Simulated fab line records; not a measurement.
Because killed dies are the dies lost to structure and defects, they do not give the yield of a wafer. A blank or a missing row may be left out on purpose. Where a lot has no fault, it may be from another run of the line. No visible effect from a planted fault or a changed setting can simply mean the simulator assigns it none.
What tool caused it? || flow sky130 || 18 wafers from 6 lots sampled at 2 of the route's 708 steps

== WHAT THE GAUGES SHOWED, per wafer ==
SKY_CAPM_OVL_MEAS_12.
{"lot": "L821", "measured": "day 37 04:29", "on": "overlay-02", "CAPM_OVL (nm)": "-1.0 -1.7 -1.2"}
{"lot": "L825", "measured": "day 38 12:41", "on": "overlay-02", "CAPM_OVL (nm)": "0.1 0.4 1.2"}
{"lot": "L829", "measured": "day 39 23:32", "on": "overlay-02", "CAPM_OVL (nm)": "-0.7 0.0 -1.4"}
{"lot": "L838", "measured": "day 43 16:47", "on": "overlay-02", "CAPM_OVL (nm)": "-0.7 0.9 0.5"}
{"lot": "L840", "measured": "day 44 10:34", "on": "overlay-01", "CAPM_OVL (nm)": "1.1 1.2 1.8"}
{"lot": "L842", "measured": "day 44 18:17", "on": "overlay-01", "CAPM_OVL (nm)": "-1.0 -1.7 -1.6"}

== WHICH TOOL RAN EACH LOT (tool, then ch and the chambers of the sampled wafers, then the start) ==
{"lot": "L821", "SKY_METAL3_SPUTTER_04": "pvdSputter-01, day 36 02:37"}
{"lot": "L825", "SKY_METAL3_SPUTTER_04": "pvdSputter-02, day 37 10:52"}
{"lot": "L829", "SKY_METAL3_SPUTTER_04": "pvdSputter-02, day 38 22:16"}
{"lot": "L838", "SKY_METAL3_SPUTTER_04": "pvdSputter-01, day 42 18:10"}
{"lot": "L840", "SKY_METAL3_SPUTTER_04": "pvdSputter-04, day 43 12:07"}
{"lot": "L842", "SKY_METAL3_SPUTTER_04": "pvdSputter-01, day 43 20:31"}
- SKY_METAL3_SPUTTER_04: material TiN, target thk 70 nm, time 58.3 s.

== THE ANSWER, worked out from the rows above alone ==
Rule: what is usual is taken from the lots themselves. The widest of any qualifying gaps counts: lots, ordered by their means at a reading, are off when they make up no more than a third of the lots, leave a main group of 4 or more, and stand apart from it by 3 or more times the standard deviation of that group's means. The tables above print the reading to a certain number of digits; a main group whose means all agree to those digits is not used. A lot without any number at a reading at which 4 lots or more have one is off too. All remaining lots with rows at the step are treated as sound.
None of the lots is off at any reading shown; this tells nothing.

== WHAT THE SIMULATOR HAD INSERTED ==
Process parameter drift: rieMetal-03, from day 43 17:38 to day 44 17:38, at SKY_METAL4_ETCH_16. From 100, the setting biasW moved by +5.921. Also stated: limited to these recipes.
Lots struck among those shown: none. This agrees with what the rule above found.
